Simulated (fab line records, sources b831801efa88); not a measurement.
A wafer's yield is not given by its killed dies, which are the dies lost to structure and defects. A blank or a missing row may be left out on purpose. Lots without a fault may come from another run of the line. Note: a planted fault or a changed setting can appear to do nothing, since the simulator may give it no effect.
Matching of chambers :: flow gf180mcu :: GF_STI_CVD_23 on hdpcvd-02 has 3 sister chambers
The step deposits SiO2, target thk 650 nm, time 108.3 s. 20 wafers are shown with their chamber, then 9 later ones without.

## WAFERS WITH THEIR CHAMBER
wafer: L488.1
chamber: 0
sih4 flow sccm (sccm): 59.73

wafer: L488.3
chamber: 2
sih4 flow sccm (sccm): 60.07

wafer: L488.5
chamber: 2
sih4 flow sccm (sccm): 59.79

wafer: L491.2
chamber: 1
sih4 flow sccm (sccm): 59.78

wafer: L491.4
chamber: 0
sih4 flow sccm (sccm): 59.63

wafer: L491.6
chamber: 2
sih4 flow sccm (sccm): 60.10

wafer: L492.3
chamber: 2
sih4 flow sccm (sccm): 59.79

wafer: L492.5
chamber: 1
sih4 flow sccm (sccm): 60.05

wafer: L492.6
chamber: 2
sih4 flow sccm (sccm): 59.90

wafer: L494.1
chamber: 2
sih4 flow sccm (sccm): 59.79

wafer: L494.2
chamber: 1
sih4 flow sccm (sccm): 60.18

wafer: L494.5
chamber: 2
sih4 flow sccm (sccm): 59.97

wafer: L496.1
chamber: 0
sih4 flow sccm (sccm): 59.76

wafer: L496.3
chamber: 2
sih4 flow sccm (sccm): 59.99

wafer: L496.5
chamber: 1
sih4 flow sccm (sccm): 60.14

wafer: L497.1
chamber: 1
sih4 flow sccm (sccm): 59.86

wafer: L497.3
chamber: 2
sih4 flow sccm (sccm): 59.93

wafer: L497.5
chamber: 1
sih4 flow sccm (sccm): 59.90

wafer: L499.2
chamber: 2
sih4 flow sccm (sccm): 60.00

wafer: L499.4
chamber: 0
sih4 flow sccm (sccm): 60.06

SIGNATURES (averages over the wafers above)
reading: sih4 flow sccm
chamber 0: 59.7950
chamber 1: 59.9850
chamber 2: 59.9330
scatter within a chamber: 0.144
Rule: a wafer lies at a distance from a chamber equal to the root of the sum of squares, over the readings, of (its reading less the chamber's mean, divided by the reading's scatter). If the next closest chamber is less than 2 further off than the closest, the wafer can't be placed; otherwise it belongs to the closest. How the scatter is found: for the shown wafers, subtract from each reading the mean of its chamber, square and add these, divide the total by (wafers less chambers), then take the root.

## WAFERS WHOSE CHAMBER IS MISSING
wafer: L499.6
sih4 flow sccm (sccm): 59.90

wafer: L503.3
sih4 flow sccm (sccm): 59.90

wafer: L503.5
sih4 flow sccm (sccm): 59.95

wafer: L503.6
sih4 flow sccm (sccm): 60.06

wafer: L505.2
sih4 flow sccm (sccm): 60.05

wafer: L505.3
sih4 flow sccm (sccm): 59.96

wafer: L505.4
sih4 flow sccm (sccm): 59.91

wafer: L508.1
sih4 flow sccm (sccm): 60.09

wafer: L508.6
sih4 flow sccm (sccm): 59.93

## THE CHAMBER EACH PASSED THROUGH
wafer: L499.6
from the rows above: can't be placed: 2 or 1 or 0
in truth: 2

wafer: L503.3
from the rows above: can't be placed: 2 or 1 or 0
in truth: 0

wafer: L503.5
from the rows above: can't be placed: 2 or 1 or 0
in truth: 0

wafer: L503.6
from the rows above: can't be placed: 1 or 2 or 0
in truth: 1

wafer: L505.2
from the rows above: can't be placed: 1 or 2 or 0
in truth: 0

wafer: L505.3
from the rows above: can't be placed: 1 or 2 or 0
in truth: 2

wafer: L505.4
from the rows above: can't be placed: 2 or 1 or 0
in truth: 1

wafer: L508.1
from the rows above: can't be placed: 1 or 2 or 0
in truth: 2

wafer: L508.6
from the rows above: can't be placed: 2 or 1 or 0
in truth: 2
Correct placement for 0 of the 9. Cannot be placed on the basis of these rows: 9; the candidates contain the true chamber in 9. Placed wrongly: 0.
